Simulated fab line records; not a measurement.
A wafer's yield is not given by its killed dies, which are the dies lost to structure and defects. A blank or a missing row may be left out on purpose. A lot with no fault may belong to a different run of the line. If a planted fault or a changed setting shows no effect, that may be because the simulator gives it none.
Which of the tools did it? | flow gf180mcu | Sampling: 11 lots, 33 wafers, 7 of 602 route steps

## WHAT THE GAUGES READ, wafer by wafer
GF_DUAL_GATE_OVL_MEAS_11.
lot  | measured     | on         | DUAL_GATE_OVL (nm)
L607 | day 8 05:32  | overlay-02 | 0.9 0.2 0.8
L608 | day 8 14:46  | overlay-01 | -1.7 -1.6 -0.9
L609 | day 8 18:08  | overlay-01 | -1.8 -1.1 -0.7
L612 | day 9 23:49  | overlay-02 | 0.0 1.3 2.7
L614 | day 10 15:55 | overlay-01 | -1.4 2.9 1.7
L613 | day 10 18:27 | overlay-02 | 2.6 2.2 3.0
L615 | day 11 05:00 | overlay-01 | 2.4 2.7 3.4
L616 | day 11 10:17 | overlay-02 | 2.4 1.5 1.3
L618 | day 11 16:58 | overlay-01 | 1.8 0.3 1.3
L625 | day 13 14:37 | overlay-02 | 1.9 2.1 1.1
L627 | day 14 02:49 | overlay-02 | 0.8 0.9 1.4

GF_HV_LDD_TW_MEAS_38.
lot  | measured     | on            | HV_LDD_3_TW
L607 | day 11 10:56 | film-metro-02 | 1443 1451 1444
L608 | day 11 22:23 | film-metro-02 | 1444 1448 1444
L609 | day 12 01:46 | film-metro-02 | 1435 1443 1442
L612 | day 13 12:01 | film-metro-02 | 1448 1448 1445
L614 | day 14 03:39 | film-metro-03 | 1438 1440 1442
L613 | day 14 13:43 | film-metro-04 | 1449 1438 1457
L615 | day 14 23:25 | film-metro-02 | 1445 1442 1441
L616 | day 15 06:31 | film-metro-04 | 1451 1446 1443
L618 | day 15 13:16 | film-metro-03 | 1427 1428 1432
L625 | day 17 11:40 | film-metro-04 | 1461 1460 1454
L627 | day 18 02:28 | film-metro-04 | 1463 1457 1454

GF_PSD_TW_MEAS_11.
lot  | measured     | on            | PSD_TW
L607 | day 14 00:38 | film-metro-02 | 3190 3177 3204
L608 | day 14 15:11 | film-metro-01 | 3205 3241 3213
L609 | day 14 17:37 | film-metro-04 | 3212 3215 3212
L612 | day 16 08:16 | film-metro-01 | 3233 3227 3222
L614 | day 17 02:19 | film-metro-02 | 3180 3169 3172
L613 | day 17 11:43 | film-metro-02 | 3172 3173 3171
L615 | day 17 20:52 | film-metro-01 | 3224 3211 3216
L616 | day 18 06:49 | film-metro-01 | 3226 3219 3238
L618 | day 18 21:43 | film-metro-02 | 3201 3189 3202
L625 | day 20 18:56 | film-metro-02 | 3345 3358 3351
L627 | day 21 03:40 | film-metro-01 | 3393 3388 3401

GF_PSD_RS_MEAS_15: the measuring method here is four-point-probe.
lot  | measured     | on            | PSD_RS (ohm/sq)
L607 | day 14 00:58 | film-metro-01 | 108.40 108.70 108.59
L608 | day 14 15:31 | film-metro-02 | 108.41 108.19 108.58
L609 | day 14 17:56 | film-metro-01 | 108.44 108.36 108.60
L612 | day 16 08:34 | film-metro-01 | 108.54 108.65 108.61
L614 | day 17 02:43 | film-metro-04 | 108.58 108.89 108.40
L613 | day 17 12:02 | film-metro-04 | 109.23 108.72 108.77
L615 | day 17 21:11 | film-metro-04 | 108.27 108.34 108.50
L616 | day 18 07:08 | film-metro-04 | 108.52 108.18 108.61
L618 | day 18 22:02 | film-metro-04 | 108.41 108.65 108.61
L625 | day 20 19:16 | film-metro-04 | 100.03 99.97 99.95
L627 | day 21 03:59 | film-metro-02 | 100.00 99.97 99.47

## WHICH TOOL RAN EACH LOT (tool, then ch and the chambers of the sampled wafers, then the start)
lot  | GF_DUAL_GATE_STRIP_13                | GF_PSD_IMPLANT_09               | GF_PSD_STRIP_10
L607 | plasma-asher-04 ch 0,1, day 8 05:40  | implanter-02 ch 0, day 14 00:25 | plasma-asher-02 ch 0,1, day 14 00:32
L608 | plasma-asher-04 ch 0,1, day 8 14:55  | implanter-04 ch 0, day 14 14:58 | plasma-asher-01 ch 0,1, day 14 15:05
L609 | plasma-asher-04 ch 0,1, day 8 18:16  | implanter-01 ch 0, day 14 17:22 | plasma-asher-04 ch 0,1, day 14 17:31
L612 | plasma-asher-02 ch 0,1, day 9 23:56  | implanter-04 ch 0, day 16 08:01 | plasma-asher-01 ch 0,1, day 16 08:10
L614 | plasma-asher-04 ch 1, day 10 16:02   | implanter-04 ch 0, day 17 02:04 | plasma-asher-04 ch 1, day 17 02:13
L613 | plasma-asher-01 ch 0,1, day 10 18:34 | implanter-01 ch 0, day 17 11:29 | plasma-asher-04 ch 0,1, day 17 11:37
L615 | plasma-asher-01 ch 0,1, day 11 05:07 | implanter-01 ch 0, day 17 20:38 | plasma-asher-04 ch 0,1, day 17 20:46
L616 | plasma-asher-01 ch 0,1, day 11 10:25 | implanter-04 ch 0, day 18 06:34 | plasma-asher-02 ch 0,1, day 18 06:43
L618 | plasma-asher-04 ch 0,1, day 11 17:05 | implanter-01 ch 0, day 18 21:29 | plasma-asher-01 ch 0,1, day 18 21:37
L625 | plasma-asher-02 ch 0,1, day 13 14:44 | implanter-01 ch 0, day 20 18:41 | plasma-asher-01 ch 0,1, day 20 18:50
L627 | plasma-asher-02 ch 0,1, day 14 02:57 | implanter-01 ch 0, day 21 03:25 | plasma-asher-04 ch 1, day 21 03:34
- GF_DUAL_GATE_STRIP_13: strips in O2/N2.
- GF_PSD_IMPLANT_09
- GF_PSD_STRIP_10: strips in O2/N2.

## AS READ BY THE TOOLS THEMSELVES (means over the sampled wafers that have a number; for cases with no such wafer, the mark the record gives instead)
GF_DUAL_GATE_STRIP_13.
lot  | tool            | drypump-motor-current-A (A) | heater-power-w (W) | oes-product-au (a.u.) | strip-time-to-endpoint-s (s)
L607 | plasma-asher-04 | 5.2                         | 303                | 0.719                 | 12.65
L608 | plasma-asher-04 | 5.6                         | 305                | 0.710                 | 12.69
L609 | plasma-asher-04 | 5.6                         | 303                | 0.717                 | 12.61
L612 | plasma-asher-02 | 6.0                         | 294                | 0.715                 | 12.67
L614 | plasma-asher-04 | 4.8                         | 303                | 0.719                 | 12.62
L613 | plasma-asher-01 | 5.1                         | 304                | 0.718                 | 12.66
L615 | plasma-asher-01 | 5.1                         | 308                | 0.718                 | 12.62
L616 | plasma-asher-01 | 5.1                         | 301                | 0.714                 | 12.62
L618 | plasma-asher-04 | 5.2                         | 296                | 0.720                 | 12.61
L625 | plasma-asher-02 | 5.9                         | 298                | 0.716                 | 12.71
L627 | plasma-asher-02 | 5.9                         | 291                | 0.717                 | 12.74

GF_PSD_IMPLANT_09.
lot  | tool         | beam-energy-keV
L607 | implanter-02 | 39.986
L608 | implanter-04 | 39.986
L609 | implanter-01 | 39.984
L612 | implanter-04 | 40.003
L614 | implanter-04 | 39.992
L613 | implanter-01 | 40.001
L615 | implanter-01 | 40.002
L616 | implanter-04 | 40.013
L618 | implanter-01 | 40.007
L625 | implanter-01 | 49.080
L627 | implanter-01 | 49.097

GF_PSD_STRIP_10.
lot  | tool            | drypump-motor-current-A (A) | heater-power-w (W) | oes-product-au (a.u.) | strip-time-to-endpoint-s (s)
L607 | plasma-asher-02 | 5.9                         | 298                | 0.591                 | 16.58
L608 | plasma-asher-01 | 5.4                         | 283                | 0.589                 | 16.54
L609 | plasma-asher-04 | 5.1                         | 302                | 0.592                 | 16.56
L612 | plasma-asher-01 | 5.1                         | 306                | 0.591                 | 16.55
L614 | plasma-asher-04 | 4.8                         | 300                | 0.591                 | 16.54
L613 | plasma-asher-04 | 5.6                         | 311                | 0.592                 | 16.56
L615 | plasma-asher-04 | 5.7                         | 308                | 0.590                 | 16.62
L616 | plasma-asher-02 | 6.0                         | 294                | 0.592                 | 16.53
L618 | plasma-asher-01 | 5.4                         | 284                | 0.591                 | 16.53
L625 | plasma-asher-01 | 5.1                         | 302                | 0.578                 | 17.45
L627 | plasma-asher-04 | 4.8                         | 304                | 0.575                 | 17.40

## THE ANSWER, worked out from the rows above alone
Rule: usual is defined by the lots themselves. Put in order of their means at a reading, lots are off if they are a third of the lots or fewer, leave a main group of 4 or more, and stand apart from it by a gap of 3 or more times the standard deviation of the main group's means; of several such gaps the widest counts. Not used: any main group whose means are identical at the precision the tables above print for the reading. Also off: a lot with no number at a reading for which 4 or more lots have one. The other lots that the step has rows for count as sound. The gauges are gone through in route order, then the tools' own readings, and for those a lot's mean is taken as printed above. At the first step where some lot is off, the reading lying furthest off is the one used; lots without a number count as furthest.
Off: at GF_PSD_TW_MEAS_11 (PSD_TW), L625, L627. The main group has a mean of 3204 with a standard deviation of 20.
A tool fits if, at a process step before that reading, it ran every lot that is off, and no sound lot after the first of them. The gauges at GF_PSD_TW_MEAS_11 aren't tried: what is off there is off at GF_PSD_IMPLANT_09 too, on other tools, and a gauge's error can't cause that. Undecided on this evidence; 2 tools fit (plasma-asher-02 at GF_DUAL_GATE_STRIP_13, implanter-01 at GF_PSD_IMPLANT_09).

## WHAT THE SIMULATOR HAD PUT IN
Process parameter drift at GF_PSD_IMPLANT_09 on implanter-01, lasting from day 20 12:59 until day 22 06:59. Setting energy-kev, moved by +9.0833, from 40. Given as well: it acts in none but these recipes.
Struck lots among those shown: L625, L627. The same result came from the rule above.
